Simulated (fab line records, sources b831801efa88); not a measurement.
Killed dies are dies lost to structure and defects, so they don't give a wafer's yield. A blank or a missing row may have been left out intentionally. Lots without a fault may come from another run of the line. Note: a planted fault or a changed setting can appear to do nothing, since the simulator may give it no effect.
A lot that was struck, set against a sound lot || flow sky130 || 15 out of 708 route steps
Sound: these wafers, L734.3, L734.4, L734.6. The struck wafers were L746.3, L746.5, L746.6. The cause is named last.
Per side, at each step with rows, come the tool, then ch with its chambers, and then its first start. Under that, the readings that differ: sound wafers || struck wafers || difference of the means || sigmas: that difference in standard deviations of wafers without a fault.
alike: readings whose means differ by less than 2 such deviations, and words and numbers that are the same on both sides. not compared: withheld readings, readings that some wafer has no value for, bounds like >300 that may hide the same value, and numbers for which the record gives no deviation and whose values overlap.
A row with sigmas, a row that says differs or no value, or rows on one side alone: a step with any of these is where the two part. When numbers do not overlap yet have no deviation, they are printed without sigmas and do not part them. A reading missing from all wafers of one side parts the sides only when that side holds two or more wafers.

first, 6 steps without rows for these wafers: SKY_METAL4_COAT_07 (resist thk 60 nm); SKY_METAL4_COAT_08 (resist thk 1140 nm); SKY_METAL4_SOFTBAKE_09 (time 90 s); SKY_METAL4_EXPOSE_10 (exposes mask MM4, target cd 300 nm); SKY_METAL4_PEB_11; SKY_METAL4_DEVELOP_12 (develop time 60 s).
SKY_METAL4_CD_MEAS_13 targets a cd of 300 nm.
  sound: cdSem-02 at day 43 16:08; struck: cdSem-01 at day 46 07:59
  alike: cdNm
SKY_METAL4_OVL_MEAS_14:
  sound: overlay-01 at day 43 16:13; struck: overlay-01 at day 46 08:04
  alike: METAL4_OVL
SKY_METAL4_DESCUM_15: chemistry O2, time 8 s.
  sound on rieMetal-02 ch 0,1, day 43 16:16; struck on rieMetal-03 ch 0,1, day 46 08:07
  alike: drypumpMotorCurrentA, heBacksideLeakSccm, oesProductAu
  not compared: rfHoursCounterH
SKY_METAL4_ETCH_16: etches BARC in N2/H2, stops on SiO2, time 88.2 s, target depth 60 nm.
  sound on rieMetal-02 ch 0,1, day 43 16:19; struck on rieMetal-03 ch 0,1, day 46 08:10
  alike: drypumpMotorCurrentA, heBacksideLeakSccm, oesProductAu, throttleValvePct
  not compared: rfHoursCounterH
SKY_METAL4_ETCH_17: etches SiO2 in C4F8/O2/Ar, stops on TiN, time 3.9 s, target depth 15 nm.
  sound on rieDiel-01 ch 0,2, day 43 16:23; struck on rieDiel-02 ch 0,3, day 46 08:14
  alike: oesProductAu
  not compared: rfHoursCounterH
SKY_METAL4_METAL_ETCH_18: etches the open film in Cl2/BCl3, stops on SiO2, target depth 845 nm, time 183.1 s.
  sound on rieMetal-03 ch 0,1, day 43 16:27; struck on rieMetal-04 ch 0,1, day 46 08:18
  alike: drypumpMotorCurrentA, heBacksideLeakSccm, oesProductAu, throttleValvePct
  not compared: rfHoursCounterH
SKY_METAL4_STRIP_19: strips in O2/N2.
  sound on plasmaAsher-04 ch 0,1, day 43 16:37; struck on plasmaAsher-03 ch 0,1, day 46 08:28
{"reading": "overashFraction", "sound": "0.5 0.5 0.5", "struck": "0.3 0.3 0.3", "difference": -0.2, "sigmas": ""}
  alike: drypumpMotorCurrentA, oesProductAu, stripTimeToEndpointS
  not compared: rfHoursCounterH
then, 1 step without rows for these wafers: SKY_METAL4_STRIP_20 (strips in post etch residue remover, time 1200 s).
-- the record jumps here: 3 days lie between the struck wafers' starts before and after (it left off in module METAL4 and takes up again in module PAD_OPEN, whose first step shown is number 708 of the route) --
SKY_PAD_OPEN_PROBE_99:
  sound: prober-01 at day 47 10:49; struck: prober-01 at day 49 18:58
  alike: defectLimitedYield, killed_at_M0_to_M3, killed_at_M4_up, killedAtContacts, killedAtFrontEnd, killedAtOther, killedDies, killedOnRim, killedOpen, killedShort, sort_bin_3_pad_short, sort_bin_5_function, sort_bin_6_memory, sortNPass, sortYieldPct

== WHERE THEY PART ==
Nowhere in this record.

WHY: whatever the simulator had introduced
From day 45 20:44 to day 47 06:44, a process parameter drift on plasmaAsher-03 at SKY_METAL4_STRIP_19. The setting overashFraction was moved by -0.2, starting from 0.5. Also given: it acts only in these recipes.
